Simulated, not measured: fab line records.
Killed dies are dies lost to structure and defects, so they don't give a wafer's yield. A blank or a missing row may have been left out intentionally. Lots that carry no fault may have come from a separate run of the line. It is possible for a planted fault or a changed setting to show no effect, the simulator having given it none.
Matching of chambers -- flow sky130 -- SKY_CONTACT_CMP_27 on cmp-01: 4 sister chambers
The step polishes, stops on SiO2, t overpolish 15 s, target thk 0 nm. 8 wafers are shown with their chamber, then 12 later ones without.

WAFERS WITH THEIR CHAMBER
wafer,chamber,motor current A (A),time to endpoint s (s)
L085.5,2,12.5,88
L087.3,2,13.3,85
L088.3,1,12.2,84
L088.5,3,10.6,81
L088.6,0,10.3,85
L089.1,1,12.0,85
L089.2,0,10.8,89
L089.4,3,9.7,82

WAFERS MISSING THEIR CHAMBER
wafer,motor current A (A),time to endpoint s (s)
L091.4,10.4,80
L091.5,13.1,83
L091.6,10.8,80
L093.1,10.2,82
L093.2,10.8,88
L093.6,12.4,83
L095.1,10.7,85
L095.2,12.5,90
L095.3,11.4,93
L097.2,12.7,83
L097.5,12.5,85
L097.6,12.7,86

CHAMBER TAKEN BY EACH
wafer,from the rows above,in truth
L091.4,3,3
L091.5,can't be placed: 2 or 1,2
L091.6,3,3
L093.1,3,3
L093.2,0,0
L093.6,can't be placed: 1 or 2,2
L095.1,can't be placed: 0 or 3 or 1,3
L095.2,can't be placed: 2 or 1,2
L095.3,can't be placed: 0 or 2 or 1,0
L097.2,can't be placed: 1 or 2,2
L097.5,can't be placed: 1 or 2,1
L097.6,can't be placed: 2 or 1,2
Correct placement for 4 of the 12. Cannot be placed on the basis of these rows: 8; the candidates contain the true chamber in 8. 0 placed wrongly.
How it was worked out, from the rows above alone: a wafer's distance from a chamber is the root of the sum, over the readings, of the square of ((its reading less the chamber's mean) divided by the reading's scatter). The wafer belongs to the nearest chamber; if the next one is less than 2 further off, it can't be placed. For every chamber, the mean is computed from those of its wafers that are shown. The scatter: the root of (the sum of the squares of (reading less its chamber's mean) over the shown wafers, divided by (wafers less chambers)).
